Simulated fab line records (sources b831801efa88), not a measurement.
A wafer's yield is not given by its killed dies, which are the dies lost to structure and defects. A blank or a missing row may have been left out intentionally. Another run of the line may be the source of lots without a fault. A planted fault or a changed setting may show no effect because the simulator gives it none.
2 desks looking at one fault    flow gf180mcu    only its own numbers are on each desk; what lay behind them is given at the end

== METROLOGY DESK ==
Means of the sampled wafers that have a number, per lot and without regard to the tool the lot ran on: this is what the gauges read. Any lot whose mean is over 4 standard deviations away from the usual mean is out of limits and marked OUT; that distance is given in the brackets.
Columns: A = DNWELL_TW at GF_DNWELL_TW_MEAS_09, usual 1357; B = SALICIDE_TIN_RS at GF_SALICIDE_RS_MEAS_04, usual 16.36 ohm/sq; C = CONTACT_OVL at GF_CONTACT_OVL_MEAS_15, usual 3 nm
lot   first seen here  A     B      C
L889  day 2 19:01      1348  16.92  -3
L890  day 3 03:10      1372  16.19  8
L891  day 3 10:59      1360  16.32  0
L896  day 4 09:34      1364  16.37  7
L898  day 4 20:26      1349  16.32  3
L900  day 5 03:49      1359  16.46  6
L902  day 5 17:31      1365  16.11  -1
L903  day 5 21:01      1350  16.13  1
L905  day 6 08:02      1353  16.33  6
L906  day 6 13:08      1364  16.12  0
L907  day 6 17:49      1346  16.22  8
L909  day 7 04:49      1351  16.80  0
L911  day 7 14:13      1340  16.49  9
L912  day 8 02:07      1353  16.33  7
This desk's finding: nothing out of limits on any of the 14 lots.

== DESK OF THE TOOL OWNER: plasmaAsher-03 ==
The tool's own readings at GF_MVSD_STRIP_10 (strips in O2/N2): means of the sampled wafers that have a number, for each lot that ran on this tool. Any lot whose mean is over 4 standard deviations away from the usual mean is out of limits and marked OUT; that distance is given in the brackets.
Columns: A = drypumpMotorCurrentA at GF_MVSD_STRIP_10, usual 5.9 A; B = heaterPowerW at GF_MVSD_STRIP_10, usual 331 W; C = n2FlowSccm at GF_MVSD_STRIP_10, usual 300.0 sccm; D = oesProductAu at GF_MVSD_STRIP_10, usual 0.722 a.u.; E = stripTimeToEndpointS at GF_MVSD_STRIP_10, usual 36.94 s
lot   first seen here  A    B    C      D                E
L890  day 4 19:21      6.2  325  300.7  0.721            36.91
L891  day 5 02:36      6.0  331  300.0  0.721            36.94
L898  day 6 14:38      6.2  330  299.9  0.661 (-15) OUT  42.64 (+62) OUT
L900  day 7 01:11      6.0  329  299.7  0.657 (-15) OUT  42.57 (+61) OUT
L912  day 10 04:32     6.2  322  299.6  0.720            36.91
Finding of this desk: L898, L900 out of limits; the first was L898 at day 6 14:38, on oesProductAu at GF_MVSD_STRIP_10. In limits: L890, L891, L912.

== PUT TOGETHER ==
At day 6 14:38, on L898, L900, the tool owner's desk was in a position to raise an alarm.
From the metrology desk's view, nothing was out of limits.
The metrology desk holds a record of L898, L900, inside its limits.
The lots listed all ran GF_MVSD_STRIP_10 on plasmaAsher-03.

== WHAT WAS PUT IN BY THE SIMULATOR ==
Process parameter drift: plasmaAsher-03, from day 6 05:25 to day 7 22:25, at GF_MVSD_STRIP_10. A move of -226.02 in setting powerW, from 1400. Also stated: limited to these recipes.
Lots struck among those shown: L898, L900.
How many hours passed from the start of the fault until each desk's first out-of-limits reading: the tool owner's desk, 9.
